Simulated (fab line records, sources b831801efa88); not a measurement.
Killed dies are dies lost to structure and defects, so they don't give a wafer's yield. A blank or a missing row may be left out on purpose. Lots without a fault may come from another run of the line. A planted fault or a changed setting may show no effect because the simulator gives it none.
Which tool did it? | flow sky130 | 24 lots, 72 wafers sampled, at 6 steps of a route of 708

WHAT THE GAUGES READ, wafer by wafer
SKY_NWELL_OVL_MEAS_23.
lot  | measured     | on         | NWELL_01_OVL (nm)
L074 | day 5 08:07  | overlay-02 | -0.6 -0.4 -1.0
L075 | day 5 15:41  | overlay-01 | 1.0 -1.8 2.0
L076 | day 5 18:55  | overlay-02 | -1.2 -0.9 -1.0
L077 | day 5 23:49  | overlay-01 | -2.1 -3.8 -3.7
L078 | day 6 09:16  | overlay-02 | 0.8 1.4 2.1
L079 | day 7 01:34  | overlay-01 | -1.1 -1.5 0.0
L080 | day 7 05:26  | overlay-01 | 1.2 -1.4 -0.5
L081 | day 7 05:05  | overlay-02 | 0.6 -1.2 0.0
L082 | day 7 07:58  | overlay-01 | 0.3 1.8 0.6
L083 | day 7 13:28  | overlay-02 | 0.9 -0.1 1.6
L084 | day 7 21:04  | overlay-01 | -2.9 -2.6 -1.7
L085 | day 8 09:43  | overlay-02 | -2.7 -1.1 -1.9
L086 | day 8 19:49  | overlay-02 | -0.7 -0.2 -1.2
L087 | day 8 19:28  | overlay-01 | -3.0 -1.1 -1.6
L088 | day 9 02:34  | overlay-01 | 3.3 0.7 0.5
L089 | day 9 09:34  | overlay-02 | -0.9 -3.2 -2.4
L090 | day 9 13:05  | overlay-01 | -1.5 0.6 0.0
L091 | day 9 17:07  | overlay-02 | -0.3 -0.6 -2.8
L093 | day 10 02:38 | overlay-02 | 0.9 -1.2 -1.2
L092 | day 10 04:40 | overlay-01 | -0.1 -0.6 0.3
L094 | day 10 10:13 | overlay-02 | -1.2 -0.7 0.7
L095 | day 10 17:14 | overlay-02 | -2.3 -2.2 -3.3
L096 | day 10 20:23 | overlay-02 | -1.3 -2.2 -3.1
L097 | day 11 02:31 | overlay-02 | -2.7 -0.9 -0.4

SKY_LI_CONTACT_CD_MEAS_12: target cd 170 nm.
lot  | measured     | on        | cd_nm (nm)
L074 | day 29 05:28 | cd_sem-02 | 167.8 168.6 168.6
L075 | day 29 11:14 | cd_sem-02 | 171.5 170.4 170.4
L076 | day 30 03:25 | cd_sem-01 | 170.7 169.4 170.4
L077 | day 30 03:19 | cd_sem-02 | 168.0 168.8 167.7
L078 | day 30 19:43 | cd_sem-01 | 170.5 169.2 169.3
L079 | day 31 17:19 | cd_sem-02 | 165.4 166.6 165.5
L080 | day 31 19:48 | cd_sem-02 | 170.9 170.8 171.9
L081 | day 31 20:25 | cd_sem-02 | 169.4 170.2 169.0
L082 | day 32 05:28 | cd_sem-02 | 169.5 170.5 170.3
L083 | day 32 10:19 | cd_sem-02 | 168.3 168.4 169.2
L084 | day 32 17:59 | cd_sem-01 | 169.9 171.4 170.4
L085 | day 33 07:55 | cd_sem-01 | 167.9 169.4 167.6
L086 | day 34 01:23 | cd_sem-01 | 170.6 171.0 169.2
L087 | day 33 17:55 | cd_sem-01 | 171.1 170.5 171.1
L088 | day 34 10:32 | cd_sem-02 | 167.5 169.1 169.3
L089 | day 34 20:31 | cd_sem-02 | 168.0 169.1 168.1
L090 | day 34 16:32 | cd_sem-02 | 168.9 168.6 170.5
L091 | day 35 00:34 | cd_sem-02 | 167.6 167.8 167.7
L093 | day 35 10:09 | cd_sem-02 | 169.3 169.2 168.7
L092 | day 35 11:40 | cd_sem-02 | 167.5 167.9 167.9
L094 | day 35 16:49 | cd_sem-02 | 169.8 169.8 169.5
L095 | day 36 08:44 | cd_sem-01 | 169.3 168.9 169.8
L096 | day 36 08:43 | cd_sem-02 | 167.3 166.4 167.8
L097 | day 36 13:58 | cd_sem-02 | 168.9 167.7 168.6

SKY_VIA3_THK_MEAS_01.
lot  | measured     | on            | VIA3_HDPCVD_THK (nm)
L074 | day 38 18:20 | film_metro-03 | 1634 1634 1646
L075 | day 38 19:32 | film_metro-02 | 1637 1605 1626
L076 | day 39 17:10 | film_metro-02 | 1652 1664 1641
L077 | day 39 16:55 | film_metro-01 | 1637 1678 1685
L078 | day 40 01:46 | film_metro-03 | 1664 1629 1664
L079 | day 40 22:15 | film_metro-03 | 1626 1627 1611
L080 | day 40 23:01 | film_metro-01 | 1634 1636 1632
L081 | day 40 23:32 | film_metro-02 | 1608 1600 1629
L082 | day 41 06:36 | film_metro-02 | 1615 1607 1597
L083 | day 41 19:16 | film_metro-02 | 1631 1653 1636
L084 | day 41 22:54 | film_metro-02 | 1635 1668 1602
L085 | day 42 07:19 | film_metro-02 | 1622 1599 1649
L086 | day 43 00:26 | film_metro-02 | 1627 1645 1635
L087 | day 42 22:25 | film_metro-02 | 1611 1635 1635
L088 | day 43 03:25 | film_metro-02 | 1606 1617 1618
L089 | day 43 21:58 | film_metro-02 | 1647 1613 1614
L090 | day 43 21:07 | film_metro-01 | 1640 1644 1639
L091 | day 43 23:17 | film_metro-02 | 1601 1643 1613
L093 | day 44 04:05 | film_metro-02 | 1633 1601 1629
L092 | day 44 04:49 | film_metro-03 | 1630 1648 1603
L094 | day 44 07:42 | film_metro-01 | 1633 1609 1612
L095 | day 44 22:19 | film_metro-02 | 1651 1626 1645
L096 | day 44 22:14 | film_metro-02 | 1603 1647 1619
L097 | day 45 02:23 | film_metro-01 | 1635 1621 1613

WHICH TOOL RAN EACH LOT (tool, then ch and the chambers of the sampled wafers, then the start)
lot  | SKY_FIELD_ISO_ETCH_14             | SKY_SD_N_RTA_14                  | SKY_METAL1_SPUTTER_03
L074 | rie_diel-01 ch 0,1,2, day 2 05:02 | rtp_anneal-02 ch 0, day 28 00:17 | pvd_sputter-02, day 31 18:05
L075 | rie_diel-03 ch 1,2, day 2 10:08   | rtp_anneal-01 ch 0, day 28 05:57 | pvd_sputter-03, day 31 22:54
L076 | rie_diel-03 ch 0,1,3, day 2 14:41 | rtp_anneal-01 ch 0, day 28 22:49 | pvd_sputter-03, day 32 14:59
L077 | rie_diel-03 ch 0,1,2, day 2 20:47 | rtp_anneal-02 ch 0, day 28 22:17 | pvd_sputter-02, day 32 14:37
L078 | rie_diel-01 ch 0,2,3, day 3 01:43 | rtp_anneal-02 ch 0, day 29 14:38 | pvd_sputter-01, day 33 08:52
L079 | rie_diel-01 ch 0,1,3, day 3 09:43 | rtp_anneal-01 ch 0, day 30 12:31 | pvd_sputter-03, day 34 02:58
L080 | rie_diel-01 ch 0,3, day 3 13:37   | rtp_anneal-02 ch 0, day 30 15:07 | pvd_sputter-01, day 34 05:34
L081 | rie_diel-04 ch 0,1,2, day 3 16:49 | rtp_anneal-01 ch 0, day 30 16:01 | pvd_sputter-02, day 34 06:14
L082 | rie_diel-01 ch 1,2,3, day 3 21:08 | rtp_anneal-02 ch 0, day 31 01:11 | pvd_sputter-02, day 34 15:58
L083 | rie_diel-04 ch 0,1,3, day 4 04:41 | rtp_anneal-01 ch 0, day 31 07:26 | pvd_sputter-03, day 34 21:35
L084 | rie_diel-01 ch 0,1,3, day 4 12:19 | rtp_anneal-02 ch 0, day 31 14:17 | pvd_sputter-02, day 35 02:31
L085 | rie_diel-01 ch 0,2,3, day 4 17:35 | rtp_anneal-01 ch 0, day 32 03:37 | pvd_sputter-03, day 35 18:57
L086 | rie_diel-03 ch 0,1,2, day 4 21:25 | rtp_anneal-01 ch 0, day 32 21:57 | pvd_sputter-01, day 36 12:04
L087 | rie_diel-03 ch 1,2, day 5 01:13   | rtp_anneal-02 ch 0, day 32 13:43 | pvd_sputter-03, day 36 10:02
L088 | rie_diel-03 ch 0,1, day 5 06:26   | rtp_anneal-02 ch 0, day 33 06:18 | pvd_sputter-02, day 36 16:46
L089 | rie_diel-01 ch 1,2,3, day 5 10:16 | rtp_anneal-02 ch 0, day 33 16:56 | pvd_sputter-01, day 37 12:09
L090 | rie_diel-03 ch 0,2, day 5 16:23   | rtp_anneal-01 ch 0, day 33 13:05 | pvd_sputter-03, day 37 11:14
L091 | rie_diel-04 ch 1,2,3, day 5 23:22 | rtp_anneal-01 ch 0, day 33 20:41 | pvd_sputter-03, day 37 14:14
L093 | rie_diel-04 ch 1,2, day 6 06:50   | rtp_anneal-02 ch 0, day 34 07:15 | pvd_sputter-01, day 37 18:04
L092 | rie_diel-01 ch 0,2,3, day 6 07:10 | rtp_anneal-01 ch 0, day 34 08:25 | pvd_sputter-01, day 37 18:43
L094 | rie_diel-03 ch 2,3, day 6 14:01   | rtp_anneal-02 ch 0, day 34 12:55 | pvd_sputter-01, day 37 22:03
L095 | rie_diel-04 ch 0,1,2, day 6 20:20 | rtp_anneal-02 ch 0, day 35 00:21 | pvd_sputter-01, day 38 16:59
L096 | rie_diel-03 ch 1,2,3, day 7 00:20 | rtp_anneal-01 ch 0, day 35 00:11 | pvd_sputter-02, day 38 16:39
L097 | rie_diel-01 ch 0,2,3, day 7 04:02 | rtp_anneal-01 ch 0, day 35 12:08 | pvd_sputter-02, day 38 21:14
- SKY_FIELD_ISO_ETCH_14: etches BARC in N2/H2, stops on SiO2, time 45.9 s, target depth 60 nm.
- SKY_SD_N_RTA_14: time 2 s.
- SKY_METAL1_SPUTTER_03: material Ti, target thk 5 nm, time 3.3 s.

WHAT THE TOOLS THEMSELVES READ (means of the sampled wafers that have a number; where no wafer has one, the mark that the record gives instead)
SKY_FIELD_ISO_ETCH_14.
lot  | tool        | drypump_motor_current_A (A) | oes_product_au (a.u.) | throttle_valve_pct (%)
L074 | rie_diel-01 | 6.06                        | 0.852                 | 13.234
L075 | rie_diel-03 | 5.96                        | 0.860                 | 13.220
L076 | rie_diel-03 | 5.89                        | 0.853                 | 13.229
L077 | rie_diel-03 | 5.93                        | 0.861                 | 13.226
L078 | rie_diel-01 | 5.90                        | 0.861                 | 13.222
L079 | rie_diel-01 | 6.13                        | 0.851                 | 13.230
L080 | rie_diel-01 | 6.05                        | 0.854                 | 13.231
L081 | rie_diel-04 | 5.95                        | 0.857                 | 13.225
L082 | rie_diel-01 | 5.98                        | 0.851                 | 13.226
L083 | rie_diel-04 | 5.93                        | 0.860                 | 13.221
L084 | rie_diel-01 | 6.14                        | 0.852                 | 13.219
L085 | rie_diel-01 | 5.91                        | 0.858                 | 13.223
L086 | rie_diel-03 | 5.93                        | 0.858                 | 13.215
L087 | rie_diel-03 | 5.92                        | 0.859                 | 13.216
L088 | rie_diel-03 | 5.84                        | 0.857                 | 13.223
L089 | rie_diel-01 | 5.98                        | 0.853                 | 13.226
L090 | rie_diel-03 | 5.93                        | 0.857                 | 13.225
L091 | rie_diel-04 | 6.18                        | 0.856                 | 13.228
L093 | rie_diel-04 | 6.17                        | 0.858                 | 13.231
L092 | rie_diel-01 | 5.91                        | 0.851                 | 13.225
L094 | rie_diel-03 | 6.00                        | 0.856                 | 13.235
L095 | rie_diel-04 | 5.95                        | 0.858                 | 13.232
L096 | rie_diel-03 | 5.98                        | 0.855                 | 13.220
L097 | rie_diel-01 | 5.89                        | 0.855                 | 13.222

SKY_SD_N_RTA_14.
lot  | tool          | chamber_o2_ppm | lamp_power_pct (%) | wafer_temp_C_max
L074 | rtp_anneal-02 | 2.012          | 15.73              | 1077.8
L075 | rtp_anneal-01 | 1.974          | 15.74              | 1077.5
L076 | rtp_anneal-01 | 2.006          | 15.77              | 1077.2
L077 | rtp_anneal-02 | 1.995          | 15.77              | 1077.3
L078 | rtp_anneal-02 | 1.998          | 15.75              | 1078.2
L079 | rtp_anneal-01 | 2.000          | 15.76              | 1079.8
L080 | rtp_anneal-02 | 1.971          | 15.76              | 1077.9
L081 | rtp_anneal-01 | 1.996          | 15.75              | 1078.5
L082 | rtp_anneal-02 | 1.984          | 15.75              | 1077.5
L083 | rtp_anneal-01 | 2.002          | 15.73              | 1077.5
L084 | rtp_anneal-02 | 1.991          | 15.72              | 1077.0
L085 | rtp_anneal-01 | 1.994          | 15.73              | 1078.6
L086 | rtp_anneal-01 | 1.990          | 15.74              | 1077.3
L087 | rtp_anneal-02 | 2.029          | 15.73              | 1077.8
L088 | rtp_anneal-02 | 2.018          | 15.72              | 1077.6
L089 | rtp_anneal-02 | 2.026          | 15.70              | 1077.9
L090 | rtp_anneal-01 | 1.984          | 15.70              | 1077.6
L091 | rtp_anneal-01 | 1.997          | 15.75              | 1078.0
L093 | rtp_anneal-02 | 1.998          | 15.77              | 1077.4
L092 | rtp_anneal-01 | 1.990          | 15.79              | 1077.8
L094 | rtp_anneal-02 | 2.005          | 15.74              | 1078.4
L095 | rtp_anneal-02 | 1.995          | 15.69              | 1078.6
L096 | rtp_anneal-01 | 1.984          | 15.71              | 1079.5
L097 | rtp_anneal-01 | 1.986          | 15.77              | 1077.7

SKY_METAL1_SPUTTER_03.
lot  | tool           | throttle_valve_pct (%)
L074 | pvd_sputter-02 | 28.4
L075 | pvd_sputter-03 | 29.5
L076 | pvd_sputter-03 | 29.4
L077 | pvd_sputter-02 | 30.4
L078 | pvd_sputter-01 | 30.5
L079 | pvd_sputter-03 | 29.2
L080 | pvd_sputter-01 | 29.7
L081 | pvd_sputter-02 | 30.0
L082 | pvd_sputter-02 | 29.7
L083 | pvd_sputter-03 | 29.9
L084 | pvd_sputter-02 | 28.9
L085 | pvd_sputter-03 | 29.0
L086 | pvd_sputter-01 | 31.4
L087 | pvd_sputter-03 | 28.8
L088 | pvd_sputter-02 | 30.1
L089 | pvd_sputter-01 | 31.3
L090 | pvd_sputter-03 | 28.7
L091 | pvd_sputter-03 | 29.4
L093 | pvd_sputter-01 | 29.0
L092 | pvd_sputter-01 | 30.5
L094 | pvd_sputter-01 | 29.7
L095 | pvd_sputter-01 | 30.6
L096 | pvd_sputter-02 | 29.2
L097 | pvd_sputter-02 | 29.1

THE ANSWER, worked out from the rows above alone
Rule: what is usual is taken from the lots themselves. Put in order of their means at a reading, lots are off if they are a third of the lots or fewer, leave a main group of 4 or more, and stand apart from it by a gap of 3 or more times the standard deviation of the main group's means; of several such gaps the widest counts. A main group whose means are all the same, to the digits that the tables above print for the reading, isn't used. A lot without any number at a reading at which 4 lots or more have one is off too. The other lots that the step has rows for count as sound. The gauges are gone through in route order, then the tools' own readings, and for those a lot's mean is taken as printed above. The first step at which some lot is off is used, and at that step the reading that is off furthest; a lot without a number counts as furthest.
No lot is off at any reading shown: from this, nothing can be told.

WHAT THE SIMULATOR HAD PUT IN
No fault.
